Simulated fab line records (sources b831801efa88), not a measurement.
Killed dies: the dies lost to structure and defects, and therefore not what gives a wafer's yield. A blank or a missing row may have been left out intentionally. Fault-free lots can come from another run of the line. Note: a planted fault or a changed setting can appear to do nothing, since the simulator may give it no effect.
Which tool was responsible?    flow gf180mcu    38 wafers from 13 lots sampled at 4 of the route's 602 steps

WHAT THE GAUGES READ, wafer by wafer
GF_V4_BOW_MEAS_05. Usual: for V4_BOW the level is 135 um and the standard deviation is 8.6.
lot   measured      on             V4_BOW (um)  flag
L824  day 23 10:04  film_metro-03  123 130 132  
L827  day 24 18:37  film_metro-02  140 140 162  
L828  day 25 09:02  film_metro-02  142 139 134  
L829  day 25 13:29  film_metro-03  140 147 139  
L831  day 26 00:38  film_metro-04  139 137 133  
L833  day 26 13:34  film_metro-02  131 138 140  
L834  day 27 01:43  film_metro-03  128 134 133  
L836  day 27 13:28  film_metro-03  120 131 130  
L837  day 27 19:30  film_metro-03  130 128 138  
L838  day 28 09:56  film_metro-02  117 136 137  
L840  day 28 19:47  film_metro-02  141 147      
L842  day 29 09:23  film_metro-02  145 148 141  
L847  day 30 16:23  film_metro-02  132 139 140  

WHAT TOOL EACH LOT RAN ON (gives the tool, then ch and the chambers of the sampled wafers, and finally the start)
lot   GF_V3_ETCH_16                       GF_V3_SPUTTER_22              GF_V4_CMP_04
L824  rie_diel-03 ch 0,3, day 22 07:33    pvd_sputter-02, day 22 08:19  cmp-01 ch 2,3, day 23 09:46
L827  rie_diel-02 ch 0,1,3, day 23 17:05  pvd_sputter-03, day 23 17:49  cmp-02 ch 0,2,3, day 24 18:19
L828  rie_diel-02 ch 0,2, day 24 08:02    pvd_sputter-04, day 24 08:46  cmp-01 ch 0,2,3, day 25 08:46
L829  rie_diel-01 ch 0,2, day 24 12:09    pvd_sputter-02, day 24 12:55  cmp-02 ch 1,2, day 25 13:12
L831  rie_diel-03 ch 0,3, day 25 00:39    pvd_sputter-02, day 25 01:23  cmp-02 ch 0,1,2, day 26 00:26
L833  rie_diel-01 ch 0,1,3, day 25 13:51  pvd_sputter-04, day 25 14:34  cmp-01 ch 0,1,3, day 26 13:16
L834  rie_diel-03 ch 2,3, day 26 01:30    pvd_sputter-02, day 26 02:13  cmp-01 ch 1,2, day 27 01:25
L836  rie_diel-01 ch 1,2, day 26 13:54    pvd_sputter-02, day 26 14:58  cmp-02 ch 0,1,3, day 27 13:10
L837  rie_diel-03 ch 0,2, day 26 20:21    pvd_sputter-04, day 26 21:10  cmp-02 ch 0,3, day 27 19:12
L838  rie_diel-03 ch 0,1,2, day 27 11:14  pvd_sputter-02, day 27 11:58  cmp-01 ch 1,2,3, day 28 09:41
L840  rie_diel-03 ch 0,3, day 27 21:02    pvd_sputter-03, day 27 21:46  cmp-02 ch 0, day 28 19:31
L842  rie_diel-03 ch 0,3, day 28 11:20    pvd_sputter-04, day 28 12:13  cmp-02 ch 0,3, day 29 09:04
L847  rie_diel-03 ch 1,2,3, day 29 18:18  pvd_sputter-02, day 29 19:06  cmp-01 ch 1,2,3, day 30 16:04
- GF_V3_ETCH_16: etches BARC in N2/H2.
- GF_V3_SPUTTER_22: material TiN, target thk 10 nm, time 40 s.
- GF_V4_CMP_04: polishes SiO2.

AS READ BY THE TOOLS THEMSELVES (means over the sampled wafers that have a number; for cases with no such wafer, the mark the record gives instead)
GF_V3_ETCH_16. Usual: drypump_motor_current_A 5.7 A, standard deviation 0.32; oes_product_au 0.854 a.u., standard deviation 0.0048; throttle_valve_pct 13.224 %, standard deviation 0.0086.
lot   tool         drypump_motor_current_A (A)  oes_product_au (a.u.)  throttle_valve_pct (%)  flag
L824  rie_diel-03  5.6                          0.859                  13.225                  
L827  rie_diel-02  5.3                          0.857                  13.228                  
L828  rie_diel-02  5.6                          0.856                  13.223                  
L829  rie_diel-01  6.1                          0.852                  13.219                  
L831  rie_diel-03  5.6                          0.852                  13.226                  
L833  rie_diel-01  6.1                          0.852                  13.221                  
L834  rie_diel-03  5.9                          0.856                  13.219                  
L836  rie_diel-01  6.0                          0.856                  13.223                  
L837  rie_diel-03  5.8                          0.852                  13.219                  
L838  rie_diel-03  5.7                          0.851                  13.225                  
L840  rie_diel-03  5.7                          0.851                  13.224                  
L842  rie_diel-03  5.7                          0.858                  13.231                  
L847  rie_diel-03  5.8                          0.856                  13.222                  

GF_V3_SPUTTER_22. Usual: throttle_valve_pct at 30.0 %, with a standard deviation of 1.1.
lot   tool            throttle_valve_pct (%)  flag
L824  pvd_sputter-02  30.1                    
L827  pvd_sputter-03  30.0                    
L828  pvd_sputter-04  28.9                    
L829  pvd_sputter-02  31.5                    
L831  pvd_sputter-02  29.3                    
L833  pvd_sputter-04  29.2                    
L834  pvd_sputter-02  30.7                    
L836  pvd_sputter-02  30.2                    
L837  pvd_sputter-04  29.2                    
L838  pvd_sputter-02  29.4                    
L840  pvd_sputter-03  30.5                    
L842  pvd_sputter-04  28.7                    
L847  pvd_sputter-02  30.6                    

GF_V4_CMP_04. Usual: edge_zone_pressure_frac 0.999, standard deviation 0.005; motor_current_A 11.8 A, standard deviation 1.2; time_to_endpoint_s 82 s, standard deviation 5.9.
lot   tool    edge_zone_pressure_frac  motor_current_A (A)  time_to_endpoint_s (s)  flag
L824  cmp-01  0.999                    11.0                 83                      
L827  cmp-02  0.996                    12.5                 82                      
L828  cmp-01  0.996                    11.4                 84                      
L829  cmp-02  0.998                    12.1                 81                      
L831  cmp-02  0.996                    11.7                 79                      
L833  cmp-01  1.001                    12.5                 80                      
L834  cmp-01  0.998                    12.3                 81                      
L836  cmp-02  1.000                    11.3                 77                      
L837  cmp-02  1.000                    11.7                 42                      OFF
L838  cmp-01  0.996                    11.8                 76                      
L840  cmp-02  0.999                    11.7                 18                      OFF
L842  cmp-02  1.003                    11.5                 45                      OFF
L847  cmp-01  1.000                    12.4                 84                      

THE ANSWER, worked out from the rows above alone
Rule: a lot is off if the mean of its wafers that have a number lies more than 3 standard deviations from the usual mean. Also off: a lot with no number at a reading for which 4 or more lots have one. Any other lot the step has rows for is counted as sound. Order of review: gauges by route order, followed by the tools' own readings, for which a lot's mean as printed above is used. The first step at which some lot is off is used, and at that step the reading that is off furthest; a lot without a number counts as furthest.
Off, at GF_V4_CMP_04 on time_to_endpoint_s: L837, L840, L842.
A tool fits if, at that step or a process step before it, it ran every lot that is off, and no sound lot after the first of them. One fits: cmp-02 at GF_V4_CMP_04. Its last sound lot is L836 (day 27 13:10), its first lot that is off L837 (day 27 19:12): a fault that began between those two fits.
On the lots that are off, the tool's own readings at GF_V4_CMP_04 differ by more than 5 times the standard deviation of the sound lots' means, which bears it out; time_to_endpoint_s reads 35 s there versus 81 s on the sound lots.

WHAT WAS PUT IN BY THE SIMULATOR
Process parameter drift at GF_V4_CMP_04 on cmp-02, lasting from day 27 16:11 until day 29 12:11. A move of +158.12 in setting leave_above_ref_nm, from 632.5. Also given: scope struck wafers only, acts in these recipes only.
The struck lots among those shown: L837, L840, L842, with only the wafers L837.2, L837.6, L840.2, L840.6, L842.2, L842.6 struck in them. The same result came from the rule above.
